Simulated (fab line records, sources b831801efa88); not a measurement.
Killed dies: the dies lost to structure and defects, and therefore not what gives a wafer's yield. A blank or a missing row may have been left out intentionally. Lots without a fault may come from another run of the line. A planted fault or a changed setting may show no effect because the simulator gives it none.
fab line records	flow sky130
record lots=6	wafers=18	last_day=49
route steps=708 shown VIA1@475 METAL2@483 PAD_OPEN@708
lots with no fault: from the same line, run without faults
start_h: the number of hours between the record's first day and the start of the first shown wafer of the lot	wait_h: hours elapsed since this lot's preceding step	" unchanged from the row above	L1.1+2: a row that stands for several wafers	- no value present, or no start provided	* or withheld: withheld	< > ~ a bound
route shown NAME@n: a module of which the file shows steps, and the number in the route of the first	usual: mean and standard deviation over wafers with no fault	same: alike in all rows	chamber/n: place in a boat	sites: each site's reading	_std_site: the standard deviation of these	_edge_site: inner sites' mean taken away from outer sites' mean	radius_mm: for every site, how far away it sits from the centre of the wafer	mask NAME#n: copy n	behind: the most recent tool/chamber to have shaped the wafer	hold: why the lot went on hold/how many hours it stayed there/how the hold came to an end	device: the n, p or np transistor that did not switch	end of line: the route-end tests of the same wafers	a step without rows: its recipe alone	killed: the dies lost at the first sort to structure and to defects; this is not the yield of the wafer	map: per-die view of a wafer (x killed, . not killed, _ where there is no die)
set.NAME: the setting as run; set.NAME@STEP: as run at that earlier step	model.NAME: the simulator's own value behind a step, which no gauge read
lots seen at some steps along the route; tables by step, rows by wafer
services: a tool's chamber out of use, with start hour (start_h, from the record's first day; less than 0 if before it), hours out, and reason
## steps
# step SKY_VIA1_STRIP_17
# recipe chemistry=post_etch_residue_remover	time_s=1200	temp_c=72.5
# step SKY_VIA1_CLEAN_18
# recipe chemistry=IPA	time_s=180	temp_c=25
# step SKY_VIA1_CLEAN_19
# recipe chemistry=O3/DIW	dry=n2_spin
# step SKY_VIA1_SPUTTER_20
# recipe material=TiN	target_thk_nm=20	chamber_pressure_pa=5	power_w=4000	time_s=80
# usual throttle_valve_pct=29.4/1.1
lot.wafer	tool	chamber	start_h	wait_h	throttle_valve_pct
L701.1	pvd_sputter-04	-	837.23	0.0	30.1
L701.5	"	-	"	"	29.8
L701.6	"	-	"	"	28.3
L706.1	pvd_sputter-03	-	859.85	0.0	29.2
L706.4	"	-	"	"	31.3
L706.6	"	-	"	"	28.8
L709.3	pvd_sputter-03	-	883.80	0.0	29.1
L709.4	"	-	"	"	28.7
L709.6	"	-	"	"	28.2
L711.2	pvd_sputter-03	-	898.42	0.0	31.1
L711.4	"	-	"	"	28.8
L711.6	"	-	"	"	28.7
L712.4	pvd_sputter-02	-	933.46	0.0	28.3
L712.5	"	-	"	"	30.5
L712.6	"	-	"	"	28.1
L715.1	pvd_sputter-03	-	937.89	0.0	28.2
L715.3	"	-	"	"	31.2
L715.4	"	-	"	"	28.8
# step SKY_VIA1_CVD_21
# recipe material=W	target_thk_nm=270	time_s=80.902	temp_c=400	pressure_torr=40
# usual heater_power_w=883/65
lot.wafer	tool	chamber	start_h	wait_h	heater_power_w
L701.1	cvd_w-02	0	837.29	0.0	845
L701.5	"	0	"	"	844
L701.6	"	1	"	"	974
L706.1	cvd_w-02	1	859.91	0.0	938
L706.4	"	1	"	"	968
L706.6	"	0	"	"	869
L709.3	cvd_w-02	1	883.90	0.1	960
L709.4	"	0	"	"	855
L709.6	"	1	"	"	963
L711.2	cvd_w-02	0	898.49	0.0	863
L711.4	"	0	"	"	853
L711.6	"	0	"	"	858
L712.4	cvd_w-01	1	933.55	0.1	908
L712.5	"	0	"	"	791
L712.6	"	1	"	"	909
L715.1	cvd_w-01	1	937.96	0.0	905
L715.3	"	0	"	"	785
L715.4	"	1	"	"	913
# step SKY_VIA1_RS_MEAS_22
# recipe thk_meas_gauge=four-point-probe	reads=W_of_VIA1_CVD_21+TiN_of_VIA1_SPUTTER_20
# usual VIA1_W_RS=0.426/0.008
lot.wafer	tool	chamber	start_h	wait_h	VIA1_W_RS[ohm/sq]
L701.1	film_metro-01	-	837.38	0.1	0.418
L701.5	"	-	"	"	0.417
L701.6	"	-	"	"	0.435
L706.1	film_metro-02	-	860.00	0.1	0.429
L706.4	"	-	"	"	0.428
L706.6	"	-	"	"	0.411
L709.3	film_metro-04	-	884.00	0.1	0.431
L709.4	"	-	"	"	0.410
L709.6	"	-	"	"	0.432
L711.2	film_metro-01	-	898.60	0.1	0.416
L711.4	"	-	"	"	0.414
L711.6	"	-	"	"	0.418
L712.4	film_metro-02	-	933.67	0.1	0.426
L712.5	"	-	"	"	0.428
L712.6	"	-	"	"	0.432
L715.1	film_metro-01	-	938.05	0.1	0.430
L715.3	"	-	"	"	0.432
L715.4	"	-	"	"	0.430
# step SKY_VIA1_THK_MEAS_23
# recipe thk_meas_gauge=xrf	reads=W_of_VIA1_CVD_21
# usual VIA1_W_THK=273/6
lot.wafer	tool	chamber	start_h	wait_h	VIA1_W_THK[nm]
L701.1	film_metro-01	-	837.50	0.1	275
L701.5	"	-	"	"	276
L701.6	"	-	"	"	266
L706.1	film_metro-02	-	860.12	0.1	272
L706.4	"	-	"	"	273
L706.6	"	-	"	"	284
L709.3	film_metro-04	-	884.10	0.1	273
L709.4	"	-	"	"	289
L709.6	"	-	"	"	273
L711.2	film_metro-01	-	898.71	0.1	276
L711.4	"	-	"	"	277
L711.6	"	-	"	"	276
L712.4	film_metro-02	-	933.76	0.1	274
L712.5	"	-	"	"	272
L712.6	"	-	"	"	270
L715.1	film_metro-01	-	938.17	0.1	268
L715.3	"	-	"	"	268
L715.4	"	-	"	"	269
# step SKY_VIA1_CMP_24
# recipe stop_on=SiO2	t_overpolish_s=15	down_force_psi=3.5	platen_rpm=60	target_thk_nm=0	pad_velocity_m_s=0.94248
# step SKY_METAL2_SPUTTER_00
# recipe material=Ti	target_thk_nm=15	power_w=3000	time_s=10	chamber_pressure_pa=0.4
# usual throttle_valve_pct=29.7/0.98
lot.wafer	tool	chamber	start_h	wait_h	throttle_valve_pct
L701.1	pvd_sputter-02	-	837.86	0.2	28.5
L701.5	"	-	"	"	28.4
L701.6	"	-	"	"	28.2
L706.1	pvd_sputter-01	-	860.48	0.1	30.8
L706.4	"	-	"	"	29.9
L706.6	"	-	"	"	29.9
L709.3	pvd_sputter-02	-	884.44	0.2	28.5
L709.4	"	-	"	"	28.8
L709.6	"	-	"	"	28.5
L711.2	pvd_sputter-02	-	899.06	0.1	30.1
L711.4	"	-	"	"	28.2
L711.6	"	-	"	"	28.1
L712.4	pvd_sputter-03	-	934.09	0.2	29.1
L712.5	"	-	"	"	28.7
L712.6	"	-	"	"	28.9
L715.1	pvd_sputter-03	-	938.53	0.1	28.4
L715.3	"	-	"	"	30.9
L715.4	"	-	"	"	28.7
# step SKY_METAL2_SPUTTER_01
# recipe material=TiN	target_thk_nm=20	power_w=6500	time_s=16.7	chamber_pressure_pa=0.4
# usual throttle_valve_pct=29.7/1
lot.wafer	tool	chamber	start_h	wait_h	throttle_valve_pct
L701.1	pvd_sputter-02	-	837.89	0.0	28.3
L701.5	"	-	"	"	28.4
L701.6	"	-	"	"	28.3
L706.1	pvd_sputter-01	-	860.51	0.0	30.8
L706.4	"	-	"	"	29.6
L706.6	"	-	"	"	30.0
L709.3	pvd_sputter-02	-	884.46	0.0	28.4
L709.4	"	-	"	"	28.5
L709.6	"	-	"	"	28.3
L711.2	pvd_sputter-02	-	899.08	0.0	30.1
L711.4	"	-	"	"	28.2
L711.6	"	-	"	"	28.2
L712.4	pvd_sputter-03	-	934.12	0.0	29.2
L712.5	"	-	"	"	28.7
L712.6	"	-	"	"	29.1
L715.1	pvd_sputter-03	-	938.55	0.0	28.3
L715.3	"	-	"	"	31.1
L715.4	"	-	"	"	28.7
# step SKY_METAL2_SPUTTER_02
# recipe material=AlCu	target_thk_nm=250	power_w=10600	time_s=13.3	chamber_pressure_pa=0.4
# step SKY_METAL2_SPUTTER_03
# recipe material=Ti	target_thk_nm=5	power_w=3000	time_s=3.3	chamber_pressure_pa=0.4
# step SKY_METAL2_SPUTTER_04
# recipe material=TiN	target_thk_nm=70	power_w=6500	time_s=58.3	chamber_pressure_pa=0.4
# usual throttle_valve_pct=29.7/0.99
lot.wafer	tool	chamber	start_h	wait_h	throttle_valve_pct	model.TiN_of_METAL2_SPUTTER_04.thk_nm
L701.1	pvd_sputter-02	-	837.95	0.0	28.4	68.89
L701.5	"	-	"	"	28.3	69.69
L701.6	"	-	"	"	28.4	69.62
L706.1	pvd_sputter-01	-	860.57	0.0	30.8	70.13
L706.4	"	-	"	"	29.4	70.87
L706.6	"	-	"	"	30.1	71.26
L709.3	pvd_sputter-02	-	884.53	0.0	28.3	105.1
L709.4	"	-	"	"	28.4	105.2
L709.6	"	-	"	"	28.3	105
L711.2	pvd_sputter-02	-	899.15	0.0	30.1	105.2
L711.4	"	-	"	"	28.7	105.3
L711.6	"	-	"	"	28.4	106.1
L712.4	pvd_sputter-03	-	934.18	0.0	29.0	68.23
L712.5	"	-	"	"	28.8	69.58
L712.6	"	-	"	"	28.8	68.38
L715.1	pvd_sputter-03	-	938.63	0.0	28.6	71.83
L715.3	"	-	"	"	31.0	70.76
L715.4	"	-	"	"	28.7	71.33
# step SKY_METAL2_RS_MEAS_05
# recipe thk_meas_gauge=four-point-probe	reads=TiN_of_METAL2_SPUTTER_04+Ti_of_METAL2_SPUTTER_03+AlCu_of_METAL2_SPUTTER_02+TiN_of_METAL2_SPUTTER_01+Ti_of_METAL2_SPUTTER_00
# usual METAL2_ALCU_RS=0.1261/0.0015
lot.wafer	tool	chamber	start_h	wait_h	hold	METAL2_ALCU_RS[ohm/sq]
L701.1	film_metro-01	-	838.00	0.0	-	0.1253
L701.5	"	-	"	"	-	0.1263
L701.6	"	-	"	"	-	0.1268
L706.1	film_metro-03	-	860.62	0.0	-	0.1244
L706.4	"	-	"	"	-	0.1267
L706.6	"	-	"	"	-	0.1236
L709.3	film_metro-01	-	884.62	0.1	await_dispo/0.2h/release	0.1243
L709.4	"	-	"	"	await_dispo/0.2h/release	0.1246
L709.6	"	-	"	"	await_dispo/0.2h/release	0.1248
L709.3	film_metro-01	-	888.01	3.4	-	0.1245
L709.4	"	-	"	"	-	0.1248
L709.6	"	-	"	"	-	0.1248
L711.2	film_metro-03	-	899.22	0.0	await_dispo/0.2h/release	0.1248
L711.4	"	-	"	"	await_dispo/0.2h/release	0.1252
L711.6	"	-	"	"	await_dispo/0.2h/release	0.1237
L711.2	film_metro-03	-	899.50	0.3	-	0.1248
L711.4	"	-	"	"	-	0.1251
L711.6	"	-	"	"	-	0.1234
L712.4	film_metro-03	-	934.29	0.1	-	0.1272
L712.5	"	-	"	"	-	0.1266
L712.6	"	-	"	"	-	0.1266
L715.1	film_metro-01	-	938.69	0.0	-	0.1257
L715.3	"	-	"	"	-	0.1271
L715.4	"	-	"	"	-	0.1263
# step SKY_METAL2_THK_MEAS_06
# recipe thk_meas_gauge=xrf	reads=AlCu_of_METAL2_SPUTTER_02
# usual METAL2_ALCU_THK=256/3.1
lot.wafer	tool	chamber	start_h	wait_h	hold	METAL2_ALCU_THK[nm]
L701.1	film_metro-01	-	838.12	0.1	-	254
L701.5	"	-	"	"	-	257
L701.6	"	-	"	"	-	253
L706.1	film_metro-03	-	860.74	0.1	-	257
L706.4	"	-	"	"	-	252
L706.6	"	-	"	"	-	259
L709.3	film_metro-01	-	889.59	1.6	await_dispo/0.2h/release	240
L709.4	"	-	"	"	await_dispo/0.2h/release	239
L709.6	"	-	"	"	await_dispo/0.2h/release	240
L709.3	film_metro-01	-	889.82	0.2	-	243
L709.4	"	-	"	"	-	241
L709.6	"	-	"	"	-	242
L711.2	film_metro-03	-	901.31	1.8	await_dispo/0.2h/release	241
L711.4	"	-	"	"	await_dispo/0.2h/release	238
L711.6	"	-	"	"	await_dispo/0.2h/release	243
L711.2	film_metro-03	-	901.63	0.3	-	241
L711.4	"	-	"	"	-	237
L711.6	"	-	"	"	-	238
L712.4	film_metro-03	-	934.38	0.1	-	252
L712.5	"	-	"	"	-	252
L712.6	"	-	"	"	-	255
L715.1	film_metro-01	-	938.81	0.1	-	256
L715.3	"	-	"	"	-	254
L715.4	"	-	"	"	-	255
# step SKY_METAL2_HMDS_08
# recipe prime_time_s=60	prime_temp_c=120
# step SKY_METAL2_COAT_09
# recipe resist=BARC	temp_c=withheld	time_s=withheld	spin_rpm=3000	resist_thk_nm=60
# step SKY_METAL2_COAT_10
# recipe resist=KrF-thick	spin_rpm=3000	resist_thk_nm=450
# step SKY_METAL2_SOFTBAKE_11
# recipe temp_c=100	time_s=90	resist=KrF-thick
# step SKY_METAL2_EXPOSE_12
# recipe mask_id=MM2	na=0.8	source_shape=annular	sigma_inner=0.55	sigma_outer=0.85	target_cd_nm=140	dose_mj=28
# step SKY_METAL2_PEB_13
# recipe peb_temp_c=withheld	peb_time_s=withheld	resist=KrF-thick
# step SKY_METAL2_DEVELOP_14
# recipe develop_time_s=60	resist=KrF-thick	dev_temp_c=21
# step SKY_METAL2_CD_MEAS_15
# recipe target_cd_nm=140
# usual cd_nm=139.6/1.5
lot.wafer	tool	chamber	start_h	wait_h	cd_nm
L701.1	cd_sem-02	-	864.45	-	139.8
L701.5	"	-	"	"	139.4
L701.6	"	-	"	"	138.8
L706.1	cd_sem-02	-	886.61	-	139.9
L706.4	"	-	"	"	141.0
L706.6	"	-	"	"	140.3
L709.3	cd_sem-01	-	910.11	-	141.2
L709.4	"	-	"	"	140.6
L709.6	"	-	"	"	141.2
L711.2	cd_sem-01	-	924.22	-	140.7
L711.4	"	-	"	"	140.7
L711.6	"	-	"	"	140.2
L712.4	cd_sem-02	-	958.81	-	140.7
L712.5	"	-	"	"	141.3
L712.6	"	-	"	"	140.5
L715.1	cd_sem-02	-	962.92	-	137.7
L715.3	"	-	"	"	138.1
L715.4	"	-	"	"	138.0
# step SKY_METAL2_OVL_MEAS_16
# usual METAL2_OVL=-4/5.1
lot.wafer	tool	chamber	start_h	wait_h	METAL2_OVL[nm]
L701.1	overlay-02	-	864.57	0.1	-4
L701.5	"	-	"	"	-6
L701.6	"	-	"	"	-5
L706.1	overlay-01	-	886.73	0.1	-1
L706.4	"	-	"	"	-4
L706.6	"	-	"	"	-4
L709.3	overlay-01	-	910.20	0.1	8
L709.4	"	-	"	"	-1
L709.6	"	-	"	"	0
L711.2	overlay-02	-	924.33	0.1	-9
L711.4	"	-	"	"	-9
L711.6	"	-	"	"	-12
L712.4	overlay-01	-	958.89	0.1	-5
L712.5	"	-	"	"	0
L712.6	"	-	"	"	-4
L715.1	overlay-02	-	963.04	0.1	-11
L715.3	"	-	"	"	-5
L715.4	"	-	"	"	-14
# step SKY_METAL2_DESCUM_17
# recipe chemistry=O2	source_power_w=150	bias_power_w=0	pressure_mtorr=10	temp_c=40	time_s=8
# step SKY_METAL2_ETCH_18
# recipe chemistry=N2/H2	target=BARC	ion_energy_ev=200	bias_w=100	pressure_mtorr=30	n2_flow_sccm=100	h2_flow_sccm=200	icp_w=500	stop_on=SiO2	time_s=45.9	target_depth_a=600
# usual drypump_motor_current_A=5.9/0.35	oes_product_au=0.856/0.0046	throttle_valve_pct=13.227/0.0088
lot.wafer	tool	chamber	start_h	wait_h	drypump_motor_current_A	oes_product_au	rf_hours_counter_h	throttle_valve_pct
L701.1	rie_metal-03	0	864.64	0.0	6.0	0.850	3	13.223
L701.5	"	1	"	"	5.8	0.843	-	13.234
L701.6	"	0	"	"	6.0	0.852	-	13.212
L706.1	rie_metal-02	1	886.81	0.0	6.0	0.853	2	13.227
L706.4	"	1	"	"	6.0	0.860	-	13.224
L706.6	"	1	"	"	6.0	0.858	-	13.228
L709.3	rie_metal-02	1	910.28	0.0	6.1	0.858	-	13.233
L709.4	"	0	"	"	6.3	0.849	-	13.217
L709.6	"	1	"	"	6.1	0.859	-	13.226
L711.2	rie_metal-01	1	924.39	0.0	6.0	0.855	3	13.222
L711.4	"	0	"	"	5.1	0.851	-	13.240
L711.6	"	1	"	"	6.0	0.860	-	13.237
L712.4	rie_metal-01	0	958.96	0.0	5.1	0.856	-	13.243
L712.5	"	1	"	"	6.0	0.858	-	13.215
L712.6	"	0	"	"	5.1	0.853	-	13.226
L715.1	rie_metal-03	1	963.11	0.0	5.8	0.864	8	13.224
L715.3	"	0	"	"	6.0	0.851	-	13.233
L715.4	"	1	"	"	5.8	0.850	-	13.228
# step SKY_METAL2_METAL_ETCH_19
# recipe target_depth_a=3600	stop_on=SiO2	over_etch_frac=0.3	time_s=78	chemistry=Cl2/BCl3	resist_sidewall_deg=88	pressure_mtorr=10	icp_w=900	bias_w=48.5	Cl2_flow_sccm=60	bcl3_flow_sccm=30
# step SKY_METAL2_STRIP_20
# recipe chemistry=O2/N2	power_w=1400	pressure_mtorr=1500	platen_temp_c=withheld	o2_flow_sccm=3000	n2_flow_sccm=300	overash_fraction=0.5
# step SKY_METAL2_STRIP_21
# recipe chemistry=post_etch_residue_remover	time_s=1200	temp_c=72.5
# usual bath_heat_duty_pct=15.4/1.7	temp_c=72.52/0.12
lot.wafer	tool	chamber	start_h	wait_h	bath_heat_duty_pct	temp_c	model.TiN_of_METAL2_SPUTTER_04.thk_nm
L701.1	wet_bench-03	0	864.89	0.1	10.9	72.46	68.47
L701.5	"	0	"	"	13.3	72.51	69.27
L701.6	"	0	"	"	13.5	72.46	69.2
L706.1	wet_bench-03	2	887.06	0.1	13.3	72.51	69.72
L706.4	"	2	"	"	12.3	72.58	70.46
L706.6	"	2	"	"	13.9	72.78	70.84
L709.3	wet_bench-03	1	910.51	0.0	15.2	72.27	104.7
L709.4	"	1	"	"	14.8	72.57	104.8
L709.6	"	1	"	"	14.2	72.43	104.6
L711.2	wet_bench-04	3	924.64	0.1	12.6	72.57	104.8
L711.4	"	3	"	"	14.1	72.53	104.9
L711.6	"	3	"	"	15.0	72.46	105.6
L712.4	wet_bench-02	3	959.19	0.0	16.0	72.52	67.81
L712.5	"	3	"	"	15.6	72.76	69.17
L712.6	"	3	"	"	14.8	72.66	67.96
L715.1	wet_bench-04	1	963.36	0.1	15.5	72.69	71.41
L715.3	"	1	"	"	15.4	72.43	70.34
L715.4	"	1	"	"	15.6	72.58	70.91
# step SKY_METAL2_CLEAN_22
# recipe chemistry=IPA	time_s=180	temp_c=25
# step SKY_PAD_OPEN_PROBE_99
# usual defect_limited_yield=82.1/1.7	killed_at_M0_to_M3=44/6.4	killed_at_M4_up=3.0/1.8	killed_at_contacts=24/5	killed_at_front_end=16/4.3	killed_at_other=0.4/0.76	killed_dies=88/8.6	killed_open=47/7.2	killed_short=40/5.5	sort_bin_3_pad_short=0.9/0.44	sort_bin_5_function=10.6/1.5	sort_bin_6_memory=6.4/1.2	sort_n_pass=404/8.6	sort_yield_pct=82.1/1.7
# same gross_dies=492	killed_at_back_side=0	sort_bin_4_leakage[%]=0	sort_bin_8_speed[%]=0
lot.wafer	tool	chamber	start_h	wait_h	defect_limited_yield[%]	killed_at_M0_to_M3	killed_at_M4_up	killed_at_contacts	killed_at_front_end	killed_at_other	killed_dies	killed_open	killed_short	sort_bin_3_pad_short[%]	sort_bin_5_function[%]	sort_bin_6_memory[%]	sort_n_pass	sort_yield_pct[%]	model.etest.via2_chain.rc_ohm
L701.1	prober-02	-	1112.16	0.1	83.1	45	0	22	16	0	83	49	32	0.6	10.0	6.3	409	83.1	9.537
L701.5	prober-02	-	1112.36	0.2	82.9	48	1	20	15	0	84	43	39	1.2	9.1	6.7	408	82.9	9.475
L701.6	prober-02	-	1112.41	0.2	81.5	52	1	22	15	1	91	56	35	1.6	10.4	6.5	401	81.5	10.55
L706.1	prober-01	-	1126.70	0.1	82.7	46	0	28	11	0	85	36	48	0.8	11.4	5.1	407	82.7	10.27
L706.4	prober-01	-	1126.85	0.2	82.1	54	2	19	13	0	88	59	29	0.4	10.0	7.5	404	82.1	11
L706.6	prober-01	-	1126.95	0.2	82.5	40	0	28	18	0	86	51	34	1.6	10.6	5.3	406	82.5	9.935
L709.3	prober-02	-	1143.05	0.2	85.4	32	4	20	16	0	72	42	30	0.6	8.1	5.9	420	85.4	10.88
L709.4	prober-02	-	1143.10	0.2	80.5	50	4	32	10	0	96	51	45	0.4	11.2	7.9	396	80.5	10.63
L709.6	prober-02	-	1143.20	0.2	80.5	47	3	27	18	1	96	53	43	0.4	11.6	7.5	396	80.5	10.83
L711.2	prober-02	-	1154.12	0.1	80.7	35	5	28	26	1	95	55	38	0.8	11.4	7.1	397	80.7	10.4
L711.4	prober-02	-	1154.22	0.2	83.3	38	3	26	15	0	82	38	43	1.2	9.8	5.7	410	83.3	10.66
L711.6	prober-02	-	1154.32	0.2	82.7	44	1	22	18	0	85	45	40	1.0	8.3	7.9	407	82.7	10.78
L712.4	prober-01	-	1180.21	0.2	84.1	41	0	23	14	0	78	41	37	1.4	8.9	5.5	414	84.1	10.09
L712.5	prober-01	-	1180.26	0.2	82.9	32	2	21	26	3	84	48	33	1.0	12.8	3.3	408	82.9	10.78
L712.6	prober-01	-	1180.31	0.2	81.3	47	1	23	21	0	92	48	43	0.6	11.4	6.7	400	81.3	10.52
L715.1	prober-02	-	1182.43	0.1	81.7	39	12	18	21	0	90	51	36	1.0	11.2	6.1	402	81.7	10.95
L715.3	prober-02	-	1182.53	0.2	81.5	43	2	30	15	1	91	52	39	0.6	11.6	6.3	401	81.5	10.14
L715.4	prober-02	-	1182.58	0.2	84.8	39	4	24	8	0	75	39	33	1.4	7.7	6.1	417	84.8	10.8
# killed by level:class
L701.1 CONTACT:geometric_particle:open=10 VIA2:geometric_particle:open=10 VIA1:geometric_particle:open=8 LI_CONTACT:geometric_particle:open=5 METAL2:geometric_particle:short=5 POLY_GATE:geometric_particle:open=4 LOCAL_INTERCONNECT:geometric_particle:short=4 METAL3:geometric_particle:short=4
L701.5 VIA2:geometric_particle:open=10 VIA1:geometric_particle:open=8 CONTACT:geometric_particle:open=7 METAL1:geometric_particle:short=6 LOCAL_INTERCONNECT:geometric_particle:short=5 POLY_GATE:geometric_particle:open=4 LI_CONTACT:geometric_particle:open=4 CONTACT:geometric_particle:short=4
L701.6 CONTACT:geometric_particle:open=14 VIA3:geometric_particle:open=10 VIA1:geometric_particle:open=10 METAL1:geometric_particle:short=8 FIELD_ISO:geometric_particle:short=5 FIELD_ISO:geometric_particle:open=5 METAL2:geometric_particle:short=5 VIA2:geometric_particle:open=5
L706.1 VIA1:geometric_particle:open=11 CONTACT:geometric_particle:open=9 METAL2:geometric_particle:short=8 CONTACT:geometric_particle:short=6 METAL1:geometric_particle:short=6 LOCAL_INTERCONNECT:geometric_particle:short=5 VIA1:geometric_particle:short=5 FIELD_ISO:geometric_particle:short=4
L706.4 VIA1:geometric_particle:open=14 VIA3:geometric_particle:open=9 LI_CONTACT:geometric_particle:open=8 VIA2:geometric_particle:open=8 METAL1:geometric_particle:short=7 FIELD_ISO:geometric_particle:open=6 CONTACT:geometric_particle:open=5 METAL2:geometric_particle:short=5
L706.6 CONTACT:geometric_particle:open=11 VIA1:geometric_particle:open=10 VIA3:geometric_particle:open=9 LI_CONTACT:geometric_particle:open=8 FIELD_ISO:geometric_particle:short=6 POLY_GATE:geometric_particle:short=5 METAL1:geometric_particle:short=5 VIA1:geometric_particle:short=5
L709.3 CONTACT:geometric_particle:open=9 VIA1:geometric_particle:open=6 FIELD_ISO:geometric_particle:open=5 FIELD_ISO:geometric_particle:short=5 LI_CONTACT:geometric_particle:open=5 METAL1:geometric_particle:short=5 CONTACT:geometric_particle:short=4 VIA2:geometric_particle:open=4
L709.4 CONTACT:geometric_particle:open=14 VIA1:geometric_particle:open=10 VIA3:geometric_particle:open=8 CONTACT:geometric_particle:short=7 METAL1:geometric_particle:short=7 LOCAL_INTERCONNECT:geometric_particle:short=6 VIA2:geometric_particle:open=5 METAL2:geometric_particle:short=4
L709.6 CONTACT:geometric_particle:open=13 VIA2:geometric_particle:open=11 METAL1:geometric_particle:short=8 VIA1:geometric_particle:short=7 VIA1:geometric_particle:open=6 POLY_GATE:geometric_particle:open=5 POLY_GATE:geometric_particle:short=5 LI_CONTACT:geometric_particle:open=5
L711.2 CONTACT:geometric_particle:open=15 VIA1:geometric_particle:open=8 POLY_GATE:geometric_particle:short=7 VIA2:geometric_particle:open=7 LI_CONTACT:geometric_particle:open=6 VIA1:geometric_particle:short=6 FIELD_ISO:geometric_particle:short=5 METAL2:geometric_particle:short=5
L711.4 LI_CONTACT:geometric_particle:open=11 FIELD_ISO:geometric_particle:short=8 CONTACT:geometric_particle:open=7 VIA1:geometric_particle:open=7 METAL1:geometric_particle:short=6 VIA3:geometric_particle:open=5 CONTACT:geometric_particle:short=5 VIA2:geometric_particle:short=5
L711.6 CONTACT:geometric_particle:open=13 VIA2:geometric_particle:open=9 METAL1:geometric_particle:short=7 VIA1:geometric_particle:short=7 CONTACT:geometric_particle:short=6 VIA3:geometric_particle:open=6 FIELD_ISO:geometric_particle:short=5 POLY_GATE:geometric_particle:short=5
L712.4 VIA1:geometric_particle:open=11 CONTACT:geometric_particle:open=8 LI_CONTACT:geometric_particle:open=6 VIA2:geometric_particle:open=6 METAL1:geometric_particle:short=6 VIA3:geometric_particle:open=6 FIELD_ISO:geometric_particle:short=5 LI_CONTACT:geometric_particle:short=4
L712.5 POLY_GATE:geometric_particle:open=9 CONTACT:geometric_particle:open=9 VIA1:geometric_particle:open=6 VIA2:geometric_particle:open=6 POLY_GATE:geometric_particle:short=5 LI_CONTACT:geometric_particle:open=4 CONTACT:geometric_particle:short=4 VIA3:geometric_particle:short=4
L712.6 VIA1:geometric_particle:open=8 CONTACT:geometric_particle:open=8 VIA2:geometric_particle:open=7 VIA3:geometric_particle:open=7 METAL1:geometric_particle:short=6 LOCAL_INTERCONNECT:geometric_particle:short=5 CONTACT:geometric_particle:short=5 VIA1:geometric_particle:short=4
L715.1 VIA1:geometric_particle:open=13 CONTACT:geometric_particle:open=8 METAL4:geometric_particle:short=8 FIELD_ISO:geometric_particle:open=7 VIA1:geometric_particle:short=6 FIELD_ISO:geometric_particle:short=5 LI_CONTACT:geometric_particle:open=5 METAL1:geometric_particle:short=5
L715.3 LI_CONTACT:geometric_particle:open=9 CONTACT:geometric_particle:open=9 VIA1:geometric_particle:short=8 VIA1:geometric_particle:open=8 VIA2:geometric_particle:open=6 VIA3:geometric_particle:open=5 LI_CONTACT:geometric_particle:short=5 METAL2:geometric_particle:short=4
L715.4 CONTACT:geometric_particle:open=9 VIA1:geometric_particle:open=9 VIA3:geometric_particle:open=5 LI_CONTACT:geometric_particle:open=5 CONTACT:geometric_particle:short=5 FIELD_ISO:geometric_particle:short=4 LOCAL_INTERCONNECT:geometric_particle:short=4 VIA2:geometric_particle:open=4
## services
tool	chamber	start_h	hours	kind
cvd_w-01	-	829.60	14.6	pm
rie_metal-02	1	839.06	-	clean
rie_metal-02	1	839.06	17.1	scheduled_down
rie_metal-02	1	839.06	17.1	vent_cycle
rie_metal-01	1	843.36	-	clean
rie_metal-01	1	843.36	17.0	scheduled_down
rie_metal-01	1	843.36	17.0	vent_cycle
rie_metal-03	1	859.73	4.3	repair
pvd_sputter-03	-	879.07	4.5	repair
cvd_w-01	0	879.55	10.1	repair
rie_metal-03	-	884.77	4.0	pm
cvd_w-02	-	904.00	14.0	pm
cvd_w-02	0	904.00	14.0	vent_cycle
cvd_w-02	1	904.00	14.0	vent_cycle
cvd_w-01	-	918.00	6.0	pm
cvd_w-02	0	918.00	-	clean
cvd_w-02	1	918.00	-	clean
cvd_w-01	1	926.91	3.8	repair
pvd_sputter-03	-	928.79	0.6	repair
rie_metal-01	-	942.61	0.2	repair
pvd_sputter-01	2	951.64	-	consumable_replace:kit
pvd_sputter-01	2	951.64	18.0	scheduled_down
pvd_sputter-01	2	951.64	18.0	vent_cycle
wet_bench-02	-	961.64	15.7	repair
## key
first_sign step=SKY_METAL2_RS_MEAS_05	reading=visit	direction=added
effect step=SKY_METAL2_THK_MEAS_06	reading=visit	direction=added
model_effect step=SKY_METAL2_SPUTTER_04	value=TiN_of_METAL2_SPUTTER_04.thk_nm	without=69.63	struck=105.3
model_effect step=SKY_METAL2_STRIP_21	value=TiN_of_METAL2_SPUTTER_04.thk_nm	without=69.21	struck=104.9
model_effect step=SKY_PAD_OPEN_PROBE_99	value=etest.via2_chain.rc_ohm	without=9.72	struck=10.7
met_at SKY_METAL2_SPUTTER_04
struck_wafers L709.3,L709.4,L709.6,L711.2,L711.4,L711.6
onset_between 837.95 884.53
also_fits SKY_VIA1_CVD_21:cvd_w-02,SKY_METAL2_SPUTTER_00:pvd_sputter-02,SKY_METAL2_SPUTTER_01:pvd_sputter-02
fault kind=process_parameter_drift	tool=pvd_sputter-02	chamber=-	onset_h=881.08	steps=SKY_METAL2_SPUTTER_04	channel=target_thk_nm	offset=35.675	shape=step	end_h=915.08	acts_in=these_recipes_only	stated=70
